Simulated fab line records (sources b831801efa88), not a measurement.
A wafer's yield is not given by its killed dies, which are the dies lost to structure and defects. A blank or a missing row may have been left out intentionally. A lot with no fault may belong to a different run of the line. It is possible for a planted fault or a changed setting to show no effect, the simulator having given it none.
Matching of chambers ; flow sky130 ; rie-diel-04 running SKY_VIA2_ETCH_14: 4 sister chambers
The step etches BARC in N2/H2, stops on SiO2, time 45.9 s, target depth 60 nm. 8 wafers are shown with their chamber, then 7 later ones without.

## EACH WAFER AND ITS CHAMBER
wafer;chamber;drypump-motor-current-A (A);throttle-valve-pct (%)
L237.3;0;6.1;13.218
L237.4;3;6.1;13.226
L237.5;2;5.0;13.213
L240.3;3;6.1;13.219
L240.5;0;6.1;13.209
L240.6;1;5.6;13.227
L243.3;2;5.1;13.228
L243.4;1;5.5;13.220

## WAFERS WITHOUT THEIR CHAMBER
wafer;drypump-motor-current-A (A);throttle-valve-pct (%)
L243.6;5.5;13.230
L245.2;5.1;13.221
L245.3;6.1;13.225
L245.4;6.1;13.209
L248.2;5.0;13.207
L248.3;5.5;13.233
L248.4;6.1;13.232

## WHICH CHAMBER EACH WENT THROUGH
wafer;from the rows above;in truth
L243.6;1;1
L245.2;2;2
L245.3;can't be placed: 3 or 0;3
L245.4;can't be placed: 0 or 3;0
L248.2;2;2
L248.3;1;1
L248.4;can't be placed: 3 or 0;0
Correctly placed: 4 of 7. Cannot be placed on the basis of these rows: 3; the candidates contain the true chamber in 3. 0 placed wrongly.
How it was worked out, from the rows above alone: a wafer's distance from a chamber is the root of the sum, over the readings, of the square of ((its reading less the chamber's mean) divided by the reading's scatter). The wafer belongs to the nearest chamber; if the next one is less than 2 further off, it can't be placed. For every chamber, the mean is computed from those of its wafers that are shown. The scatter: take each reading less its chamber's mean, square it, sum over the shown wafers, divide by the number of wafers less the number of chambers, and take the root.
